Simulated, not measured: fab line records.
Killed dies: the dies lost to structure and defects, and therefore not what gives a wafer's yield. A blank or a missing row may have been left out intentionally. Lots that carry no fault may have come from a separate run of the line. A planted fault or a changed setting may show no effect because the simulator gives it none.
2 desks looking at one fault -- flow gf180mcu -- each desk has only its own numbers; what lay behind them comes last

## METROLOGY DESK
Lot by lot, what the gauges showed, no matter which tool ran the lot: averages of those sampled wafers that carry a number. Marked OUT: a lot whose mean sits more than 4 standard deviations from the usual mean, which makes it out of limits; the brackets give that distance.
Columns: A = cd nm at GF_NSD_CD_MEAS_07, usual 400.6 nm; B = M4_OVL at GF_M4_OVL_MEAS_15, usual 2 nm
lot,first seen here,A,B
L535,day 13 07:48,396.7,7
L537,day 13 21:12,400.1,11
L542,day 15 18:55,402.6,-2
L545,day 17 02:29,385.9 (-6.7) OUT,2
L546,day 17 12:28,385.9 (-6.7) OUT,-1
L548,day 17 22:52,385.5 (-6.8) OUT,-0
L550,day 19 02:44,398.7,7
L552,day 19 07:27,403.5,4
L553,day 19 10:56,398.8,-7
L557,day 20 23:43,402.3,2
L556,day 20 23:55,400.0,8
L558,day 21 10:44,403.7,1
This desk's verdict: out of limits on L545, L546, L548, starting with L545 at day 17 02:29 (cd nm at GF_NSD_CD_MEAS_07). Within limits: L535, L537, L542, L550, L552, L553, L557, L556, L558.

## THE TOOL OWNER'S DESK: litho track-03
The tool's own readings at GF_NSD_COAT_02 (resist thk 1000 nm): means of the sampled wafers that have a number, for each lot that ran on this tool. Marked OUT: a lot whose mean sits more than 4 standard deviations from the usual mean, which makes it out of limits; the brackets give that distance.
Columns: A = spin speed rpm at GF_NSD_COAT_02, usual 3000.1 rpm
lot,first seen here,A
L535,day 12 21:48,2999.0
L545,day 16 15:03,3002.0
L546,day 17 01:34,3001.4
L548,day 17 11:07,3000.6
L556,day 20 11:52,2999.2
This desk's verdict: no lot among the 5 shows anything out of limits.

## PUT TOGETHER
L545, L546, L548 would have let the metrology desk raise an alarm at day 17 02:29.
The tool owner's desk saw nothing out of limits.
Tool owner's desk: L545, L546, L548 on record, inside its limits.
On litho track-03, each named lot ran GF_NSD_COAT_02.

## WHAT HAD BEEN PUT IN BY THE SIMULATOR
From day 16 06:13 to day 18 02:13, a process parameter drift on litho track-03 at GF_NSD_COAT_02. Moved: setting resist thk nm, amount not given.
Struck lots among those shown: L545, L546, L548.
Time in hours between the start of the fault and the first out-of-limits reading at each desk: metrology desk, 20.
